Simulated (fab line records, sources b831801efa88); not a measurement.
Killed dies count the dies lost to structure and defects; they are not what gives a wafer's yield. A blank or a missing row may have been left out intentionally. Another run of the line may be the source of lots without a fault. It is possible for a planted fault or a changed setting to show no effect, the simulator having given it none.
fab line records -- flow sky130
[record] lots = 7, wafers = 18, last_day = 50
route steps=708 shown METAL2@491
lots that met no fault: from a run of the same line without faults
start_h: start of the lot's first displayed wafer, in hours after the record's first day -- wait_h: hours from the lot's prior step to this one -- " repeats the value in the row above -- L1.1+2: a row that stands for several wafers -- - either no value or no given start -- * or withheld: withheld -- < > ~ a bound
route shown NAME@n: NAME is a module with steps in the file, n the number in the route of the first one -- usual: average and standard deviation across the fault-free wafers -- same: alike in all rows -- chamber/n: place in a boat -- sites: per-site readings -- _std_site: the values' standard deviation -- _edge_site: inner sites' mean taken away from outer sites' mean -- radius_mm: for every site, how far away it sits from the centre of the wafer -- mask NAME#n: copy n -- behind: the last tool/chamber to shape the wafer -- hold: why the lot was held/for how many hours/how that ended -- device: names the non-switching transistor (n, p or np) -- end of line: the tests these same wafers got at the end of their route -- a step given without rows: its recipe and nothing more -- killed: at the first sort, the dies lost to defects and structure; wafer yield is something else -- map: per-die view of a wafer (x killed, . not killed, _ where there is no die)
set.NAME: setting as actually run; set.NAME@STEP: the setting as run at that earlier step -- model.NAME: the simulator's own value behind a step, which no gauge read
lots at selected steps of the route; one table per step, one row per wafer
services: the hour from which a tool's chamber was out of use, counted from the record's first day as start_h (under 0 if before that day), plus the number of hours and why
[[steps]]
[step SKY_METAL2_HMDS_08]
[recipe] prime_time_s = 60, prime_temp_c = 120
[step SKY_METAL2_COAT_09]
[recipe] resist = BARC, temp_c = withheld, time_s = withheld, spin_rpm = 3000, resist_thk_nm = 60
[step SKY_METAL2_COAT_10]
[recipe] resist = KrF-thick, spin_rpm = 3000, resist_thk_nm = 450
[step SKY_METAL2_SOFTBAKE_11]
[recipe] temp_c = 98.89, time_s = 90, resist = KrF-thick
[step SKY_METAL2_EXPOSE_12]
[recipe] mask_id = MM2, na = 0.8, source_shape = annular, sigma_inner = 0.55, sigma_outer = 0.85, target_cd_nm = 140, dose_mj = 28
[step SKY_METAL2_PEB_13]
[recipe] peb_temp_c = withheld, peb_time_s = withheld, resist = KrF-thick
[step SKY_METAL2_DEVELOP_14]
[recipe] develop_time_s = 60, resist = KrF-thick, dev_temp_c = 21
[step SKY_METAL2_CD_MEAS_15]
[recipe] target_cd_nm = 140
[usual] cd_nm = 139.8/1.3
lot.wafer,tool,chamber,start_h,wait_h,cd_nm
L177.2,cd_sem-02,-,865.41,-,139.4
L177.3,cd_sem-02,-,865.41,-,139.4
L177.6,cd_sem-02,-,865.41,-,140.0
L178.3,cd_sem-02,-,868.48,-,140.4
L178.5,cd_sem-02,-,868.48,-,141.1
L178.6,cd_sem-02,-,868.48,-,140.3
L188.1,cd_sem-02,-,923.39,-,140.2
L188.2,cd_sem-02,-,923.39,-,139.2
L188.5,cd_sem-02,-,923.39,-,139.2
L191.3,cd_sem-01,-,949.54,-,139.7
L191.4,cd_sem-01,-,949.54,-,141.8
L191.5,cd_sem-01,-,949.54,-,139.1
L196.1,cd_sem-02,-,981.84,-,138.7
L196.3,cd_sem-02,-,981.84,-,139.2
L197.2,cd_sem-01,-,983.76,-,140.1
L197.6,cd_sem-01,-,983.76,-,141.1
L198.3,cd_sem-02,-,990.49,-,139.3
L198.6,cd_sem-02,-,990.49,-,138.4
[step SKY_METAL2_OVL_MEAS_16]
[usual] METAL2_OVL = 3/5.6
lot.wafer,tool,chamber,start_h,wait_h,METAL2_OVL[nm]
L177.2,overlay-01,-,865.52,0.1,5
L177.3,overlay-01,-,865.52,0.1,-5
L177.6,overlay-01,-,865.52,0.1,-2
L178.3,overlay-01,-,868.57,0.1,-1
L178.5,overlay-01,-,868.57,0.1,0
L178.6,overlay-01,-,868.57,0.1,-1
L188.1,overlay-02,-,923.51,0.1,-4
L188.2,overlay-02,-,923.51,0.1,0
L188.5,overlay-02,-,923.51,0.1,-5
L191.3,overlay-02,-,949.64,0.1,2
L191.4,overlay-02,-,949.64,0.1,9
L191.5,overlay-02,-,949.64,0.1,5
L196.1,overlay-01,-,981.96,0.1,1
L196.3,overlay-01,-,981.96,0.1,5
L197.2,overlay-02,-,983.87,0.1,-4
L197.6,overlay-02,-,983.87,0.1,-3
L198.3,overlay-01,-,990.59,0.1,6
L198.6,overlay-01,-,990.59,0.1,6
[step SKY_METAL2_DESCUM_17]
[recipe] chemistry = O2, source_power_w = 150, bias_power_w = 0, pressure_mtorr = 10, temp_c = 40, time_s = 8
[usual] drypump_motor_current_A = 5.90/0.29, oes_product_au = 0.994/0.0087
[same] time_s = 8
lot.wafer,tool,chamber,start_h,wait_h,drypump_motor_current_A,oes_product_au,rf_hours_counter_h
L177.2,rie_metal-04,1,865.55,0.0,6.03,0.978,9
L177.3,rie_metal-04,1,865.55,0.0,6.03,0.989,-
L177.6,rie_metal-04,0,865.55,0.0,5.71,0.994,-
L178.3,rie_metal-04,1,868.61,0.0,6.02,0.990,-
L178.5,rie_metal-04,1,868.61,0.0,6.04,0.997,-
L178.6,rie_metal-04,0,868.61,0.0,5.69,0.993,-
L188.1,rie_metal-01,1,923.55,0.0,6.23,0.996,8
L188.2,rie_metal-01,0,923.55,0.0,6.36,0.986,1
L188.5,rie_metal-01,0,923.55,0.0,6.44,0.985,-
L191.3,rie_metal-03,1,949.67,0.0,5.74,0.986,-
L191.4,rie_metal-03,0,949.67,0.0,5.52,1.012,-
L191.5,rie_metal-03,1,949.67,0.0,5.74,0.991,-
L196.1,rie_metal-01,1,982.00,0.0,6.23,1.001,11
L196.3,rie_metal-01,1,982.00,0.0,6.26,1.004,-
L197.2,rie_metal-03,0,983.90,0.0,5.54,1.002,10
L197.6,rie_metal-03,0,983.90,0.0,5.54,1.007,-
L198.3,rie_metal-04,0,990.62,0.0,5.70,0.998,-
L198.6,rie_metal-04,0,990.62,0.0,5.71,0.993,-
[step SKY_METAL2_ETCH_18]
[recipe] chemistry = N2/H2, target = BARC, ion_energy_ev = 200, bias_w = 100, pressure_mtorr = 30, n2_flow_sccm = 100, h2_flow_sccm = 200, icp_w = 500, stop_on = SiO2, time_s = 45.9, target_depth_a = 600
[usual] drypump_motor_current_A = 5.91/0.29, oes_product_au = 0.855/0.0046, throttle_valve_pct = 13.224/0.0098
[same] time_s = 45.9
lot.wafer,tool,chamber,start_h,wait_h,drypump_motor_current_A,oes_product_au,rf_hours_counter_h,throttle_valve_pct
L177.2,rie_metal-04,1,865.58,0.0,6.03,0.859,9,13.239
L177.3,rie_metal-04,1,865.58,0.0,6.03,0.859,-,13.225
L177.6,rie_metal-04,0,865.58,0.0,5.72,0.855,-,13.211
L178.3,rie_metal-04,1,868.65,0.0,6.04,0.850,-,13.226
L178.5,rie_metal-04,1,868.65,0.0,6.03,0.850,-,13.213
L178.6,rie_metal-04,0,868.65,0.0,5.69,0.857,-,13.226
L188.1,rie_metal-01,1,923.58,0.0,6.21,0.855,8,13.234
L188.2,rie_metal-01,0,923.58,0.0,6.42,0.854,1,13.231
L188.5,rie_metal-01,0,923.58,0.0,6.43,0.854,-,13.217
L191.3,rie_metal-03,1,949.71,0.0,5.75,0.852,-,13.228
L191.4,rie_metal-03,0,949.71,0.0,5.52,0.849,-,13.221
L191.5,rie_metal-03,1,949.71,0.0,5.73,0.856,-,13.215
L196.1,rie_metal-01,1,982.03,0.0,6.24,0.863,11,13.218
L196.3,rie_metal-01,1,982.03,0.0,6.25,0.854,-,13.226
L197.2,rie_metal-03,0,983.93,0.0,5.54,0.860,10,13.206
L197.6,rie_metal-03,0,983.93,0.0,5.53,0.851,-,13.228
L198.3,rie_metal-04,0,990.66,0.0,5.71,0.846,-,13.210
L198.6,rie_metal-04,0,990.66,0.0,5.70,0.854,-,13.219
[step SKY_METAL2_METAL_ETCH_19]
[recipe] target_depth_a = 3600, stop_on = SiO2, over_etch_frac = 0.3, time_s = 78, chemistry = Cl2/BCl3, resist_sidewall_deg = 88, pressure_mtorr = 10, icp_w = 900, bias_w = 48.5, Cl2_flow_sccm = 60, bcl3_flow_sccm = 30
[usual] drypump_motor_current_A = 5.90/0.29, oes_product_au = 0.852/0.0051, throttle_valve_pct = 22.264/0.0092
[same] time_s = 78
lot.wafer,tool,chamber,start_h,wait_h,drypump_motor_current_A,oes_product_au,rf_hours_counter_h,throttle_valve_pct
L177.2,rie_metal-04,1,865.65,0.0,6.05,0.844,9,22.273
L177.3,rie_metal-04,1,865.65,0.0,6.04,0.854,-,22.276
L177.6,rie_metal-04,0,865.65,0.0,5.70,0.861,-,22.260
L178.3,rie_metal-04,1,868.72,0.1,6.05,0.848,-,22.258
L178.5,rie_metal-04,1,868.72,0.1,6.01,0.846,-,22.251
L178.6,rie_metal-04,0,868.72,0.1,5.71,0.843,-,22.261
L188.1,rie_metal-01,1,923.65,0.0,6.22,0.849,8,22.268
L188.2,rie_metal-01,0,923.65,0.0,6.42,0.849,1,22.253
L188.5,rie_metal-01,0,923.65,0.0,6.44,0.849,-,22.280
L191.3,rie_metal-03,1,949.78,0.1,5.76,0.847,-,22.268
L191.4,rie_metal-03,0,949.78,0.1,5.54,0.848,-,22.275
L191.5,rie_metal-03,1,949.78,0.1,5.73,0.854,-,22.253
L196.1,rie_metal-01,1,982.09,0.0,6.25,0.857,11,22.268
L196.3,rie_metal-01,1,982.09,0.0,6.23,0.854,-,22.267
L197.2,rie_metal-03,0,984.00,0.0,5.55,0.844,10,22.272
L197.6,rie_metal-03,0,984.00,0.0,5.54,0.848,-,22.263
L198.3,rie_metal-04,0,990.74,0.1,5.71,0.846,-,22.253
L198.6,rie_metal-04,0,990.74,0.1,5.71,0.863,-,22.254
[step SKY_METAL2_STRIP_20]
[recipe] chemistry = O2/N2, power_w = 1400, pressure_mtorr = 1500, platen_temp_c = withheld, o2_flow_sccm = 3000, n2_flow_sccm = 300, overash_fraction = 0.5
[usual] drypump_motor_current_A = 6.1/0.49, oes_product_au = 0.344/0.0051, overash_fraction = 0.5/0, strip_time_to_endpoint_s = 2.73/0.035
lot.wafer,tool,chamber,start_h,wait_h,drypump_motor_current_A,oes_product_au,overash_fraction,rf_hours_counter_h,strip_time_to_endpoint_s
L177.2,plasma_asher-01,1,865.74,0.1,6.3,0.342,0.5,41,2.63
L177.3,plasma_asher-01,0,865.74,0.1,5.7,0.336,0.5,-,2.67
L177.6,plasma_asher-01,1,865.74,0.1,6.3,0.347,0.5,-,2.71
L178.3,plasma_asher-04,1,868.81,0.1,6.8,0.349,0.5,-,2.72
L178.5,plasma_asher-04,0,868.81,0.1,6.3,0.349,0.5,-,2.73
L178.6,plasma_asher-04,1,868.81,0.1,6.8,0.341,0.5,-,2.75
L188.1,plasma_asher-01,0,923.74,0.1,5.7,0.346,0.5,48,2.68
L188.2,plasma_asher-01,1,923.74,0.1,6.3,0.352,0.5,48,2.74
L188.5,plasma_asher-01,0,923.74,0.1,5.7,0.352,0.5,-,2.77
L191.3,plasma_asher-03,1,949.88,0.1,5.6,0.337,0.5,-,2.73
L191.4,plasma_asher-03,0,949.88,0.1,5.5,0.344,0.5,-,2.69
L191.5,plasma_asher-03,0,949.88,0.1,5.5,0.341,0.5,-,2.70
L196.1,plasma_asher-03,0,982.18,0.1,5.5,0.336,0.3,115,2.72
L196.3,plasma_asher-03,0,982.18,0.1,5.5,0.354,0.3,-,2.70
L197.2,plasma_asher-03,0,984.09,0.1,5.5,0.344,0.3,116,2.68
L197.6,plasma_asher-03,0,984.09,0.1,5.5,0.344,0.3,-,2.68
L198.3,plasma_asher-03,0,990.83,0.1,5.5,0.350,0.3,-,2.71
L198.6,plasma_asher-03,0,990.83,0.1,5.4,0.354,0.3,-,2.75
[step SKY_METAL2_STRIP_21]
[recipe] chemistry = post_etch_residue_remover, time_s = 1200, temp_c = 72.5
[[services]]
tool,chamber,start_h,hours,kind
rie_metal-01,0,858.48,-,clean
rie_metal-01,0,858.48,17.7,scheduled_down
rie_metal-01,0,858.48,17.7,vent_cycle
rie_metal-01,0,909.07,8.1,repair
plasma_asher-03,-,947.43,1.0,repair
plasma_asher-03,-,958.16,0.4,repair
plasma_asher-04,-,972.61,2.8,pm
[[key]]
[first_sign] step = SKY_METAL2_STRIP_20, reading = overash_fraction, direction = down, sigmas = 99+, usual = 0.5, struck = 0.3
effect none on later readings
met_at SKY_METAL2_STRIP_20
struck_wafers L196.1,L196.3,L197.2,L197.6,L198.3,L198.6
sort_left_out L196.1,L196.3,L197.2,L197.6,L198.3,L198.6
tester_left_out L196,L197,L198
onset_between 949.88 982.18
[earlier_fault] kind = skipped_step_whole, tool = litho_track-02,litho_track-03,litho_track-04, chamber = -, onset_h = 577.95, steps = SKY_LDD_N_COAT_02, scope = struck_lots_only
[fault] kind = process_parameter_drift, tool = plasma_asher-03, chamber = 0, onset_h = 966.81, steps = SKY_METAL2_STRIP_20, channel = overash_fraction, offset = -0.2, shape = step, acts_in = these_recipes_only, stated = 0.5
// tester_left_out: of these lots the tester's yield and bins aren't shown, on N5 and GAA mostly nor the transistor test; their killed dies are dies lost to structure and defects alone, not to doping, threshold or leakage, so they don't give the yield
// sort_left_out: the simulated sort isn't trusted on such a fault, so these wafers' sort isn't shown, and their yield isn't known
